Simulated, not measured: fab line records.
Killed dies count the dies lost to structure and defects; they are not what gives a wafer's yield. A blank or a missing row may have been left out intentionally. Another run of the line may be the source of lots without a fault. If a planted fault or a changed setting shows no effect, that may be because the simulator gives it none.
Chamber matching -- flow gf180mcu -- 4 sister chambers for GF_V2_CMP_26 on cmp-02
The step polishes, stops on SiO2, t overpolish 15 s, target thk 0 nm. 8 wafers are shown with their chamber, then 7 later ones without.

## WAFERS PAIRED WITH THEIR CHAMBERS
wafer,chamber,motor-current-A (A),time-to-endpoint-s (s)
L584.2,2,10.7,97
L584.5,1,11.9,93
L585.6,2,10.9,99
L586.2,0,8.8,93
L586.4,3,11.5,92
L586.5,1,11.7,91
L587.2,0,8.7,92
L587.4,3,12.0,91

## WAFERS WITH NO CHAMBER GIVEN
wafer,motor-current-A (A),time-to-endpoint-s (s)
L587.5,9.1,96
L590.1,10.9,92
L590.5,11.7,90
L590.6,11.0,92
L596.1,8.6,93
L596.2,11.4,91
L596.3,13.0,92

## WHICH CHAMBER EACH ONE RAN IN
wafer,from the rows above,in truth
L587.5,0,0
L590.1,can't be placed: 3 or 1 or 2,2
L590.5,can't be placed: 3 or 1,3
L590.6,can't be placed: 3 or 1 or 2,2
L596.1,0,0
L596.2,can't be placed: 3 or 1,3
L596.3,can't be placed: 1 or 3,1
Placed correctly: 2 of 7. From these rows, 5 cannot be placed; in 5 the true chamber is one of the candidates. Placed wrongly: 0.
How it was worked out, from the rows above alone: a wafer's distance from a chamber is the root of the sum, over the readings, of the square of ((its reading less the chamber's mean) divided by the reading's scatter). If the next closest chamber is less than 2 further off than the closest, the wafer can't be placed; otherwise it belongs to the closest. A chamber's mean is the mean of its shown wafers. How the scatter is found: for the shown wafers, subtract from each reading the mean of its chamber, square and add these, divide the total by (wafers less chambers), then take the root.
